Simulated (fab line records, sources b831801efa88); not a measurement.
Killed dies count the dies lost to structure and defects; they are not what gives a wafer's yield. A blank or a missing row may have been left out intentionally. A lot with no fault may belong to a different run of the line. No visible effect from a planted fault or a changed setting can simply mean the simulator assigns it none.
Which tool is to blame?    flow gf180mcu    11 lots, 33 wafers sampled, at 6 steps of a route of 602

WHAT THE GAUGES READ, wafer by wafer
GF_MVSD_TW_MEAS_11.
lot   measured      on             MVSD_TW
L978  day 4 22:48   film_metro-01  1577 1574 1582
L979  day 5 11:14   film_metro-04  1594 1598 1601
L981  day 5 15:32   film_metro-04  1595 1599 1590
L983  day 6 06:17   film_metro-03  1577 1567 1562
L987  day 6 19:53   film_metro-03  1565 1571 1569
L988  day 7 03:09   film_metro-03  1577 1570 1582
L990  day 7 15:53   film_metro-01  1589 1590 1581
L997  day 9 11:18   film_metro-03  1562 1572 1567
L998  day 9 15:16   film_metro-01  1595 1598 1595
L999  day 10 00:19  film_metro-03  1581 1592 1572
L100  day 10 06:58  film_metro-04  1592 1593 1602

GF_MVPSD_TW_MEAS_11.
lot   measured      on             MVPSD_TW
L978  day 5 13:54   film_metro-03  554 550 552
L979  day 6 02:24   film_metro-04  562 560 563
L981  day 6 06:56   film_metro-01  562 561 561
L983  day 6 21:57   film_metro-04  564 560 560
L987  day 7 11:43   film_metro-01  413 412 415
L988  day 7 19:48   film_metro-01  415 416 415
L990  day 8 08:40   film_metro-04  563 561 560
L997  day 10 05:33  film_metro-03  552 555 555
L998  day 10 10:07  film_metro-03  553 554 554
L999  day 10 18:55  film_metro-04  561 557 562
L100  day 11 01:33  film_metro-01  560 554 562

GF_VT_IMPLANT_RS_MEAS_49: the measuring method here is four-point-probe.
lot   measured      on             MVPSD_RS (ohm/sq)
L978  day 8 06:40   film_metro-04  1168 1167 1167
L979  day 8 19:43   film_metro-03  1168 1164 1165
L981  day 9 01:37   film_metro-04  1167 1169 1168
L983  day 9 18:16   film_metro-03  1168 1172 1173
L987  day 10 08:40  film_metro-04  2189 2199 2175
L988  day 10 18:27  film_metro-03  2168 2180 2182
L990  day 11 10:23  film_metro-03  1166 1166 1163
L997  day 13 12:04  film_metro-01  1168 1163 1169
L998  day 13 20:18  film_metro-03  1167 1171 1169
L999  day 14 01:29  film_metro-03  1163 1162 1160
L100  day 14 10:50  film_metro-01  1164 1167 1164

WHICH TOOL RAN EACH LOT (tool, then ch and the chambers of the sampled wafers, then the start)
lot   GF_DNWELL_STRIP_08                   GF_NWELL_STRIP_10                    GF_MVPSD_IMPLANT_08
L978  plasma_asher-04 ch 0,1, day 3 05:55  plasma_asher-03 ch 0,1, day 3 19:17  implanter-03 ch 0, day 5 13:30
L979  plasma_asher-02 ch 0,1, day 3 16:43  plasma_asher-01 ch 0,1, day 4 06:30  implanter-04 ch 0, day 6 02:00
L981  plasma_asher-04 ch 1, day 3 20:01    plasma_asher-01 ch 0,1, day 4 09:42  implanter-04 ch 0, day 6 06:32
L983  plasma_asher-02 ch 0,1, day 4 08:47  plasma_asher-02 ch 0,1, day 4 23:27  implanter-03 ch 0, day 6 21:33
L987  plasma_asher-02 ch 0,1, day 4 22:10  plasma_asher-01 ch 1, day 5 13:06    implanter-04 ch 0, day 7 11:19
L988  plasma_asher-04 ch 0,1, day 5 05:16  plasma_asher-03 ch 0,1, day 5 20:50  implanter-04 ch 0, day 7 19:24
L990  plasma_asher-03 ch 1, day 5 14:52    plasma_asher-02 ch 0,1, day 6 07:09  implanter-03 ch 0, day 8 08:17
L997  plasma_asher-03 ch 0,1, day 7 07:34  plasma_asher-02 ch 0,1, day 8 00:05  implanter-03 ch 0, day 10 05:09
L998  plasma_asher-04 ch 0,1, day 7 11:52  plasma_asher-01 ch 0,1, day 8 04:32  implanter-04 ch 0, day 10 09:45
L999  plasma_asher-03 ch 0,1, day 7 19:22  plasma_asher-02 ch 0,1, day 8 12:10  implanter-04 ch 0, day 10 18:33
L100  plasma_asher-04 ch 0,1, day 8 00:55  plasma_asher-03 ch 0,1, day 8 18:23  implanter-01 ch 0, day 11 01:09
- GF_DNWELL_STRIP_08: strips in O2/N2.
- GF_NWELL_STRIP_10: strips in O2/N2.
- GF_MVPSD_IMPLANT_08

AS READ BY THE TOOLS THEMSELVES (means over the sampled wafers that have a number; for cases with no such wafer, the mark the record gives instead)
GF_DNWELL_STRIP_08.
lot   tool             drypump_motor_current_A (A)  heater_power_w (W)  oes_product_au (a.u.)  strip_time_to_endpoint_s (s)
L978  plasma_asher-04  5.4                          376                 0.721                  36.97
L979  plasma_asher-02  5.7                          348                 0.723                  36.96
L981  plasma_asher-04  5.7                          381                 0.724                  37.03
L983  plasma_asher-02  5.8                          344                 0.722                  37.08
L987  plasma_asher-02  5.7                          346                 0.722                  36.91
L988  plasma_asher-04  5.4                          378                 0.725                  37.01
L990  plasma_asher-03  4.9                          301                 0.720                  36.85
L997  plasma_asher-03  5.2                          338                 0.721                  36.96
L998  plasma_asher-04  5.4                          376                 0.721                  36.75
L999  plasma_asher-03  5.6                          371                 0.717                  36.96
L100  plasma_asher-04  5.4                          379                 0.720                  36.88

GF_NWELL_STRIP_10.
lot   tool             drypump_motor_current_A (A)  heater_power_w (W)  oes_product_au (a.u.)  strip_time_to_endpoint_s (s)
L978  plasma_asher-03  5.2                          335                 0.724                  36.88
L979  plasma_asher-01  5.8                          326                 0.727                  37.02
L981  plasma_asher-01  5.8                          335                 0.725                  36.96
L983  plasma_asher-02  5.7                          349                 0.721                  36.97
L987  plasma_asher-01  5.7                          349                 0.726                  36.86
L988  plasma_asher-03  5.2                          337                 0.723                  36.86
L990  plasma_asher-02  5.7                          325                 0.723                  36.96
L997  plasma_asher-02  5.7                          325                 0.725                  37.08
L998  plasma_asher-01  5.8                          343                 0.721                  36.93
L999  plasma_asher-02  5.7                          329                 0.721                  37.00
L100  plasma_asher-03  5.6                          360                 0.718                  36.93

GF_MVPSD_IMPLANT_08.
lot   tool          beam_energy_keV  dose_ions_cm2  faraday_current_uA  tilt_deg (degrees)
L978  implanter-03  169.98           1.5025e+13     85.2                -0.003
L979  implanter-04  170.02           1.5004e+13     84.3                0.011
L981  implanter-04  169.98           1.4984e+13     85.0                0.009
L983  implanter-03  170.00           1.4987e+13     83.6                -0.016
L987  implanter-04  170.07           3.8120e+12     21.4                -0.000
L988  implanter-04  169.96           3.8350e+12     21.7                0.006
L990  implanter-03  169.94           1.4990e+13     84.0                0.004
L997  implanter-03  170.00           1.4976e+13     86.3                0.008
L998  implanter-04  170.07           1.5004e+13     82.8                -0.005
L999  implanter-04  169.96           1.5002e+13     83.2                0.005
L100  implanter-01  169.99           1.5006e+13     85.2                0.011

THE ANSWER, worked out from the rows above alone
Rule: the usual values come from the lots themselves. Put in order of their means at a reading, lots are off if they are a third of the lots or fewer, leave a main group of 4 or more, and stand apart from it by a gap of 3 or more times the standard deviation of the main group's means; of several such gaps the widest counts. If all means in a main group match to the digits the tables above print for the reading, that group is not used. Also off: a lot with no number at a reading for which 4 or more lots have one. The other lots that the step has rows for count as sound. Order of review: gauges by route order, followed by the tools' own readings, for which a lot's mean as printed above is used. At the first step where some lot is off, the reading lying furthest off is the one used; lots without a number count as furthest.
Off: L987, L988, at GF_MVPSD_TW_MEAS_11 (MVPSD_TW). The main group: mean 558, standard deviation 3.7.
A tool fits if, at a process step before that reading, it ran every lot that is off, and no sound lot after the first of them. Not tried: the gauges at GF_MVPSD_TW_MEAS_11; whatever is off there is also off at GF_VT_IMPLANT_RS_MEAS_49, on other tools, and gauge error can't account for it. Of those tried, none fits.

WHAT WAS PUT IN BY THE SIMULATOR
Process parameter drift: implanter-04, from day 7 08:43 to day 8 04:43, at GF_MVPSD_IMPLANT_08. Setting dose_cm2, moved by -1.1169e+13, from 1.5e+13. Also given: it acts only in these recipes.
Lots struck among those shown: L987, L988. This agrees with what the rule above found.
